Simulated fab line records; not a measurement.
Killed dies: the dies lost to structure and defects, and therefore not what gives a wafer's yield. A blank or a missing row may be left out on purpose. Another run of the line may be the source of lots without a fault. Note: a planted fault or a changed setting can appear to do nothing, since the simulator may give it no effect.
Matching of chambers    flow gf180mcu    GF_CONTACT_CMP_27 on cmp-01: 4 sister chambers
The step polishes, stops on SiO2, t overpolish 15 s, target thk 0 nm. 4 wafers are shown with their chamber, then 7 later ones without.

== WAFERS PAIRED WITH THEIR CHAMBERS ==
wafer   chamber  motor_current_A (A)
L256.4  2        10.0
L261.1  3        9.3
L262.1  1        10.2
L262.4  0        13.0

== WAFERS WITHOUT THEIR CHAMBER ==
wafer   motor_current_A (A)
L262.5  12.9
L265.2  9.9
L265.4  10.1
L265.5  10.2
L268.1  10.4
L268.4  10.7
L268.5  10.0

== EACH ONE'S CHAMBER ==
wafer   from the rows above      in truth
L262.5  0                        0
L265.2  can't be placed: 2 or 1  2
L265.4  can't be placed: 1 or 2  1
L265.5  can't be placed: 1 or 2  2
L268.1  can't be placed: 1 or 2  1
L268.4  can't be placed: 1 or 2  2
L268.5  can't be placed: 2 or 1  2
Placed correctly: 1 of 7. Can't be placed from these rows: 6 (the true chamber is among the candidates in 6). Wrongly placed: 0.
How it was worked out, from the rows above alone: a wafer's distance from a chamber is the root of the sum, over the readings, of the square of ((its reading less the chamber's mean) divided by the reading's scatter). If the next closest chamber is less than 2 further off than the closest, the wafer can't be placed; otherwise it belongs to the closest. Each chamber's mean is taken over the wafers shown for it. The scatter: with one shown wafer a chamber, the root of the mean of the squares of how far each hidden wafer lies from its nearest shown one.
